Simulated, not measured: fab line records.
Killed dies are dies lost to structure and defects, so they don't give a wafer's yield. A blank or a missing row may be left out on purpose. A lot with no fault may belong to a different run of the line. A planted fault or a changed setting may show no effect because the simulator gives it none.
Struck lot and sound lot, side by side + flow gf180mcu + 15 out of 602 route steps
Sound: wafers L577.1, L577.3, L577.6. The struck wafers were L591.4, L591.5, L591.6. At the end, the cause is stated.
For every step that has rows: the tool of each side, followed by ch and its chambers, followed by its first start. Under that, the readings that differ: sound wafers + struck wafers + difference of the means + sigmas: that difference in standard deviations of wafers without a fault.
alike: readings with means less than 2 such deviations apart, plus words and numbers identical on both sides. not compared: withheld readings, readings lacking a value on some wafer, bounds such as >300 that could conceal the same value, and numbers that have no deviation in the record and whose values overlap.
A row with sigmas, a row that says differs or no value, or rows on one side alone: a step with any of these is where the two part. Numbers that have no deviation but don't overlap get no sigmas and don't part them. A reading missing from all wafers of one side parts the sides only when that side holds two or more wafers.

first, 1 step without rows for these wafers: GF_HV_LDD_DEVELOP_30 (develop time 60 s).
GF_HV_LDD_CD_MEAS_31: target cd 400 nm.
  sound: cd-sem-01 at day 13 08:55; struck: cd-sem-01 at day 18 13:24
  alike: cd-nm
GF_HV_LDD_OVL_MEAS_32:
  sound: overlay-01 at day 13 09:02; struck: overlay-02 at day 18 13:29
  alike: HV_LDD_02_OVL
then, 4 steps without rows for these wafers: GF_HV_LDD_IMPLANT_33; GF_HV_LDD_IMPLANT_34; GF_HV_LDD_IMPLANT_35; GF_HV_LDD_IMPLANT_36.
GF_HV_LDD_STRIP_37: strips in O2/N2.
  sound on plasma-asher-02 ch 0,1, day 13 09:40; struck on plasma-asher-01 ch 0,1, day 18 14:08
  alike: drypump-motor-current-A, heater-power-w, oes-product-au, strip-time-to-endpoint-s
  not compared: rf-hours-counter-h
GF_HV_LDD_TW_MEAS_38:
  sound: film-metro-01 at day 13 09:46; struck: film-metro-01 at day 18 14:13
  alike: HV_LDD_3_TW
then, 3 steps without rows for these wafers: GF_HV_LDD_DEHYDRATE_39 (time 60 s); GF_HV_LDD_HMDS_40 (prime time 60 s); GF_HV_LDD_COAT_41 (resist thk 1000 nm).
GF_HV_LDD_SOFTBAKE_42: time 60 s.
  sound on litho-track-01 ch 0, day 13 19:35; struck on litho-track-02 ch 0, day 19 01:59
| reading                  | sound             | struck            | difference | sigmas |
|--------------------------|-------------------|-------------------|------------|--------|
| heater-power-total-W (W) | 56.55 56.56 56.62 | 58.89 58.89 58.90 | +2.32      | +55    |
| run-length-s (s)         | 89.57 89.45 89.32 | 82.41 82.34 82.40 | -7.06      | -28    |
then, 1 step without rows for these wafers: GF_HV_LDD_EXPOSE_43 (exposes mask Pplus HV AREA, target cd 400 nm).
GF_PASSIVATION_PROBE_99:
  sound wafers here have rows in the record (prober-01, day 30 17:35); struck ones have none

== WHERE THEY PART ==
First at GF_HV_LDD_SOFTBAKE_42; last, within this record, at GF_PASSIVATION_PROBE_99.

WHY: what had been put in by the simulator
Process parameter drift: litho-track-02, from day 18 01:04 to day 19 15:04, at GF_HV_LDD_SOFTBAKE_42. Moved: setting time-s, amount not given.
